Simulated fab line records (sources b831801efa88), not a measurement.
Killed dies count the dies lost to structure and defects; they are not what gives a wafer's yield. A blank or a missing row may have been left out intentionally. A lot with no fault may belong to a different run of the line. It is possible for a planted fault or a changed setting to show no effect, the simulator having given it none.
A lot that was struck, set against a sound lot :: flow gf180mcu :: 16 out of 602 route steps
Sound: the wafers L221.2, L221.5, L221.6. Struck: wafers L228.3, L228.4, L228.5. Last of all comes the cause.
For every step that has rows: the tool of each side, followed by ch and its chambers, followed by its first start. Under that, the readings that differ: sound wafers :: struck wafers :: difference of the means :: sigmas: that difference in standard deviations of wafers without a fault.
alike: readings whose means differ by less than 2 such deviations, and words and numbers that are the same on both sides. not compared: withheld readings, readings that some wafer has no value for, bounds like >300 that may hide the same value, and numbers for which the record gives no deviation and whose values overlap.
The two part at a step that has a row with sigmas, a row that says differs or no value, or rows on one side only. Non-overlapping numbers with no deviation appear without sigmas and do not part them. A reading missing from all wafers of one side parts the sides only when that side holds two or more wafers.

GF_POLY_GATE_ETCH_13: etches poly-Si in HBr/Cl2, stops on SiO2, target depth 198.5 nm, time 69.6 s.
  sound on rie-si-01 ch 0,1, day 11 12:37; struck on rie-si-01 ch 0,2, day 13 06:17
  alike: chamber-pressure-mTorr, drypump-motor-current-A, oes-product-au, throttle-valve-pct
  not compared: rf-hours-counter-h
GF_POLY_GATE_STRIP_14: strips in O2/N2.
  sound on plasma-asher-04 ch 0,1, day 11 12:41; struck on plasma-asher-04 ch 0,1, day 13 06:22
  alike: chamber-pressure-mTorr, drypump-motor-current-A, heater-power-w, o2-flow-sccm, oes-product-au
  not compared: rf-hours-counter-h
then, 2 steps without rows for these wafers: GF_POLY_GATE_CLEAN_15 (cleans in SC1/SC2, time 150 s); GF_POLY_GATE_OXIDATION_16 (stabilise 600 s, purge 300 s, target thk 4 nm).
GF_POLY_GATE_THK_MEAS_17:
  struck on film-metro-03, day 13 07:45; sound on film-metro-02, day 11 14:43
reading: POLY_GATE_OXIDATION_THK (nm)
sound: 4.10 4.02 4.00
struck: 3.86 3.90 3.89
difference: -0.16
sigmas: -2
GF_POLY_GATE_CD_MEAS_18:
  struck on cd-sem-02, day 13 07:51; sound on cd-sem-02, day 11 14:47
  alike: cd-nm
then, 6 steps without rows for these wafers: GF_HV_LDD_DEHYDRATE_00 (time 60 s); GF_HV_LDD_HMDS_01 (prime time 60 s); GF_HV_LDD_COAT_02 (resist thk 1000 nm); GF_HV_LDD_SOFTBAKE_03 (time 60 s); GF_HV_LDD_EXPOSE_04 (exposes mask Nplus LV AREA, target cd 400 nm); GF_HV_LDD_PEB_05.
GF_HV_LDD_DEVELOP_06: develop time 60 s.
  sound on litho-track-01 ch 0, day 12 09:36; struck on litho-track-02 ch 0, day 14 04:07
GF_HV_LDD_CD_MEAS_07 targets a cd of 400 nm.
  struck on cd-sem-01, day 14 04:16; sound on cd-sem-02, day 12 09:44
reading: cd-nm (nm)
sound: 402.7 401.3 401.2
struck: 416.6 417.3 415.1
difference: +14.6
sigmas: +8
GF_HV_LDD_OVL_MEAS_08:
  struck on overlay-01, day 14 04:21; sound on overlay-01, day 12 09:51
  alike: HV_LDD_OVL
GF_PASSIVATION_PROBE_99:
  rows exist in the record for the sound wafers here (prober-01, day 31 11:29), none for the struck ones

== WHERE THEY PART ==
First at GF_POLY_GATE_THK_MEAS_17; last, within this record, at GF_PASSIVATION_PROBE_99.

WHY: whatever the simulator had introduced
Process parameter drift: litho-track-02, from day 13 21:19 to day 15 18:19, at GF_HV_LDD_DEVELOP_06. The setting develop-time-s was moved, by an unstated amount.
